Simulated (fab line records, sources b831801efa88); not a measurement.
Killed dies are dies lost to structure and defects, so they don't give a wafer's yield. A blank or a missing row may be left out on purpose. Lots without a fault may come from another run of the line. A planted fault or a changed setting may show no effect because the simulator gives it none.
Which tool did it? | flow gf180mcu | 6 lots, 18 wafers sampled, at 3 steps of a route of 602

WHAT THE GAUGES READ, wafer by wafer
GF_POLY_GATE_CD_MEAS_10: target cd 280 nm.
lot  | measured     | on        | cd_nm (nm)
L897 | day 9 11:27  | cd_sem-01 | 280.5 280.7 279.3
L899 | day 9 23:33  | cd_sem-01 | 278.2 279.3 278.6
L902 | day 11 00:01 | cd_sem-02 | 279.0 279.0 279.2
L906 | day 12 01:46 | cd_sem-02 | 322.5 323.2 323.8
L913 | day 14 08:27 | cd_sem-02 | 280.1 279.9 281.2
L917 | day 15 11:58 | cd_sem-02 | 279.7 280.0 280.8

WHICH TOOL RAN EACH LOT (tool, then ch and the chambers of the sampled wafers, then the start)
lot  | GF_VT_IMPLANT_RTA_45             | GF_POLY_GATE_EXPOSE_07
L897 | rtp_anneal-02 ch 0, day 7 19:20  | krf_scanner-02 ch 0, day 9 02:35
L899 | rtp_anneal-02 ch 0, day 8 08:21  | krf_scanner-02 ch 0, day 9 15:01
L902 | rtp_anneal-01 ch 0, day 9 06:55  | krf_scanner-01 ch 0, day 10 15:19
L906 | rtp_anneal-01 ch 0, day 10 07:08 | krf_scanner-02 ch 0, day 11 16:11
L913 | rtp_anneal-01 ch 0, day 12 07:31 | krf_scanner-02 ch 0, day 13 21:52
L917 | rtp_anneal-02 ch 0, day 13 09:29 | krf_scanner-02 ch 0, day 15 01:11
- GF_VT_IMPLANT_RTA_45: time 30 s.
- GF_POLY_GATE_EXPOSE_07: exposes mask Poly2, target cd 280 nm.

THE ANSWER, worked out from the rows above alone
Rule: what is usual is taken from the lots themselves. Put in order of their means at a reading, lots are off if they are a third of the lots or fewer, leave a main group of 4 or more, and stand apart from it by a gap of 3 or more times the standard deviation of the main group's means; of several such gaps the widest counts. A main group whose means are all the same, to the digits that the tables above print for the reading, isn't used. A lot without any number at a reading at which 4 lots or more have one is off too. The other lots that the step has rows for count as sound.
Off: L906, at GF_POLY_GATE_CD_MEAS_10 (cd_nm). The main group: mean 279.7 nm, standard deviation 0.68.
A tool fits if, at a process step before that reading, it ran every lot that is off, and no sound lot after the first of them. The gauges at GF_POLY_GATE_CD_MEAS_10 are tried like those tools. None of those tried fits.

WHAT THE SIMULATOR HAD PUT IN
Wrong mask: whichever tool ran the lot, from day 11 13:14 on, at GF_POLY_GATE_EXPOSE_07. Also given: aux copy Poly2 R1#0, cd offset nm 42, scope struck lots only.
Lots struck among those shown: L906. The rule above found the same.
